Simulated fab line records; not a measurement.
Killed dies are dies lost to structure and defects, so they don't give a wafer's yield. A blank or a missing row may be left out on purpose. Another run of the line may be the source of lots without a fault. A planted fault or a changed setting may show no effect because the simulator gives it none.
Comparing a struck lot with a sound one    flow sky130    15 steps out of a route of 708
Sound: the wafers L834.1, L834.4, L834.6. Wafers struck: L845.4, L845.6. Last of all comes the cause.
Each step with rows lists, per side, the tool, then ch with its chambers, then its first start. Under that, the readings that differ: sound wafers    struck wafers    difference of the means    sigmas: that difference in standard deviations of wafers without a fault.
alike: same words and numbers on both sides, and readings whose means sit less than 2 such deviations apart. not compared: any withheld reading, any reading some wafer has no value for, any bound like >300 that may hide the same value, and any number with overlapping values for which the record gives no deviation.
Wherever a step has rows on one side only, a row that says differs or no value, or a row with sigmas, the two part there. Non-overlapping numbers with no deviation appear without sigmas and do not part them. A reading missing from all wafers of one side parts the sides only when that side holds two or more wafers.

SKY_LOCAL_INTERCONNECT_THK_MEAS_02: measures by xrf.
  sound on film-metro-03, day 29 10:45; struck on film-metro-01, day 33 05:48
  alike: LOCAL_INTERCONNECT_TIN_THK
then, 8 steps without rows for these wafers: SKY_LOCAL_INTERCONNECT_DEHYDRATE_03 (time 60 s); SKY_LOCAL_INTERCONNECT_HMDS_04 (prime time 60 s); SKY_LOCAL_INTERCONNECT_COAT_05 (resist thk 60 nm); SKY_LOCAL_INTERCONNECT_COAT_06 (resist thk 455.2 nm); SKY_LOCAL_INTERCONNECT_SOFTBAKE_07 (time 90 s); SKY_LOCAL_INTERCONNECT_EXPOSE_08 (exposes mask LI1M, target cd 170 nm); SKY_LOCAL_INTERCONNECT_PEB_09; SKY_LOCAL_INTERCONNECT_DEVELOP_10 (develop time 60 s).
SKY_LOCAL_INTERCONNECT_CD_MEAS_11 targets a cd of 170 nm.
  sound on cd-sem-01, day 30 14:48; struck on cd-sem-02, day 34 08:34
reading     sound              struck       difference  sigmas
cd-nm (nm)  172.4 173.7 172.2  168.8 169.9  -3.4        -2
SKY_LOCAL_INTERCONNECT_OVL_MEAS_12:
  sound on overlay-02, day 30 14:55; struck on overlay-01, day 34 08:38
reading                      sound  struck  difference  sigmas
LOCAL_INTERCONNECT_OVL (nm)  3 9 9  -4 -10  -14         -2
SKY_LOCAL_INTERCONNECT_ETCH_13: etches BARC in N2/H2, stops on SiO2, time 45.9 s, target depth 60 nm.
  sound on rie-metal-03 ch 0, day 30 14:57; struck on rie-metal-02 ch 0,1, day 34 08:41
  alike: drypump-motor-current-A, oes-product-au, rf-fwd-power-W, throttle-valve-pct
  not compared: rf-hours-counter-h
SKY_LOCAL_INTERCONNECT_METAL_ETCH_14: etches TiN in Cl2/BCl3, stops on PSG, target depth 110 nm, time 31.4 s.
  sound on rie-metal-03 ch 0, day 30 15:01; struck on rie-metal-02 ch 0,1, day 34 08:44
reading                sound              struck       difference                     sigmas
oes-product-au (a.u.)  0.946 0.954 0.943  0.969 0.977  +0.025                         +4
rf-fwd-power-W (W)     887 885 884        - -          no value on the struck wafers  
  alike: drypump-motor-current-A, throttle-valve-pct
  not compared: rf-hours-counter-h
SKY_LOCAL_INTERCONNECT_STRIP_15: strips in O2/N2.
  sound on plasma-asher-01 ch 0,1, day 30 15:04; struck on plasma-asher-04 ch 0,1, day 34 08:48
  alike: drypump-motor-current-A, oes-product-au, strip-time-to-endpoint-s
  not compared: rf-hours-counter-h
-- here the record skips 14 days between the struck wafers' starts before and after, leaving off in module LOCAL_INTERCONNECT and picking up in module PAD_OPEN (first step shown: number 708 of the route) --
SKY_PAD_OPEN_PROBE_99:
  sound on prober-02, day 46 00:04; struck on prober-01, day 48 20:07
reading             sound      struck  difference  sigmas
killed_at_M0_to_M3  49 47 43   28 33   -16         -2
killed-dies         101 99 93  76 69   -25         -3
killed-open         55 56 51   37 38   -16         -2
  alike: killed_at_M4_up, killed-at-contacts, killed-at-front-end, killed-at-other, killed-short

## WHERE THEY PART
At SKY_LOCAL_INTERCONNECT_CD_MEAS_11 first; at SKY_PAD_OPEN_PROBE_99 last (within this record only).

WHY: what the simulator had put in
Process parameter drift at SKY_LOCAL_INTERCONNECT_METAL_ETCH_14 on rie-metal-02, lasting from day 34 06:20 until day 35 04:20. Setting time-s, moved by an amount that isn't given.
